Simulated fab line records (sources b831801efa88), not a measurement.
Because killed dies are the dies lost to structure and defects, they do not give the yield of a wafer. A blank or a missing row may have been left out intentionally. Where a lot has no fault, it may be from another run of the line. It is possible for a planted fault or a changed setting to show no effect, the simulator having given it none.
A single fault, viewed from 2 desks ; flow sky130 ; numbers are kept per desk, each desk with only its own; the story behind them comes last

== FOR THE TOOL OWNER'S DESK: cmp-02 ==
The tool's own readings at SKY_CONTACT_CMP_04 (polishes SiO2): means of the sampled wafers that have a number, for each lot that ran on this tool. Marked OUT: a lot whose mean sits more than 4 standard deviations from the usual mean, which makes it out of limits; the brackets give that distance.
Columns: A = motor_current_A at SKY_CONTACT_CMP_04, usual 12.0 A; B = slurry_filter_dp_kPa at SKY_CONTACT_CMP_04, usual 13.47 kPa; C = time_to_endpoint_s at SKY_CONTACT_CMP_04, usual 81 s
lot;first seen here;A;B;C
L913;day 30 07:11;12.2;13.54;79
L925;day 34 07:44;12.8;13.51;79
L926;day 34 16:47;13.6;13.58;84
L935;day 37 08:59;11.4;13.61;87
Result from this desk: across the 4 lots, nothing is out of limits.

== THE METROLOGY DESK ==
Means of the sampled wafers that have a number, per lot and without regard to the tool the lot ran on: this is what the gauges read. Marked OUT: a lot whose mean sits more than 4 standard deviations from the usual mean, which makes it out of limits; the brackets give that distance.
Columns: A = METAL4_OVL at SKY_METAL4_OVL_MEAS_14, usual 3 nm; B = PAD_OPEN_BOW at SKY_PAD_OPEN_BOW_MEAS_13, usual 45 um
lot;first seen here;A;B
L913;day 41 11:07;10;40
L915;day 42 03:43;7;50
L916;day 42 10:55;3;52
L922;day 44 12:47;4;42
L925;day 45 03:04;5;44
L926;day 45 07:28;5;49
L928;day 46 03:14;0;39
L930;day 46 11:07;3;51
L931;day 46 14:11;4;37
L933;day 46 22:20;10;41
L934;day 47 07:06;-7;42
L935;day 47 09:15;-2;46
L936;day 47 16:28;-4;44
Result from this desk: across the 13 lots, nothing is out of limits.

== BROUGHT TOGETHER ==
The desk of the tool owner found nothing out of limits.
Nothing out of limits was seen by the metrology desk.

== WHAT THE SIMULATOR HAD INSERTED ==
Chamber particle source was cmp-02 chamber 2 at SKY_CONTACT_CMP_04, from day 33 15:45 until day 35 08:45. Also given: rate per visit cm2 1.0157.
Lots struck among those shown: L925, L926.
